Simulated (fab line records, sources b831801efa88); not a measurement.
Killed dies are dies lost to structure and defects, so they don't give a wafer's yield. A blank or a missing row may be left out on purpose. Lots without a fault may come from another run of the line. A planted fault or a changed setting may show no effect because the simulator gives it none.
Chamber matching | flow gf180mcu | GF_CONTACT_CVD_02 on pecvd-02: 3 sister chambers
The step deposits SiO2 from TEOS, target thk 860 nm, time 95.992 s. 14 wafers are shown with their chamber, then 7 later ones without.

WAFERS WITH THEIR CHAMBER
wafer  | chamber | heater_power_w (W)
L078.2 | 1       | 506
L078.3 | 0       | 749
L078.4 | 1       | 533
L079.2 | 1       | 496
L079.3 | 2       | 695
L079.4 | 1       | 537
L080.2 | 2       | 827
L080.3 | 0       | 743
L080.4 | 2       | 828
L081.1 | 2       | 817
L081.4 | 0       | 719
L081.5 | 1       | 539
L082.1 | 2       | 670
L082.4 | 2       | 756

SIGNATURES (means of the wafers above)
reading        | chamber 0 | chamber 1 | chamber 2 | scatter within a chamber
heater_power_w | 737.00    | 522.20    | 765.50    | 49.2
Rule: a wafer's distance from a chamber is the root of the sum, over the readings, of the square of ((its reading less the chamber's mean) divided by the reading's scatter). The wafer belongs to the nearest chamber; if the next one is less than 2 further off, it can't be placed. The scatter: the root of (the sum of the squares of (reading less its chamber's mean) over the shown wafers, divided by (wafers less chambers)).

WAFERS WITHOUT THEIR CHAMBER
wafer  | heater_power_w (W)
L082.6 | 502
L085.2 | 493
L085.4 | 725
L085.6 | 668
L095.1 | 494
L095.3 | 772
L095.6 | 758

WHICH CHAMBER EACH WENT THROUGH
wafer  | from the rows above          | in truth
L082.6 | 1                            | 1
L085.2 | 1                            | 1
L085.4 | can't be placed: 0 or 2      | 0
L085.6 | can't be placed: 0 or 2 or 1 | 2
L095.1 | 1                            | 1
L095.3 | can't be placed: 2 or 0      | 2
L095.6 | can't be placed: 2 or 0      | 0
Placed correctly: 3 of 7. Can't be placed from these rows: 4 (the true chamber is among the candidates in 4). Placed wrongly: 0.
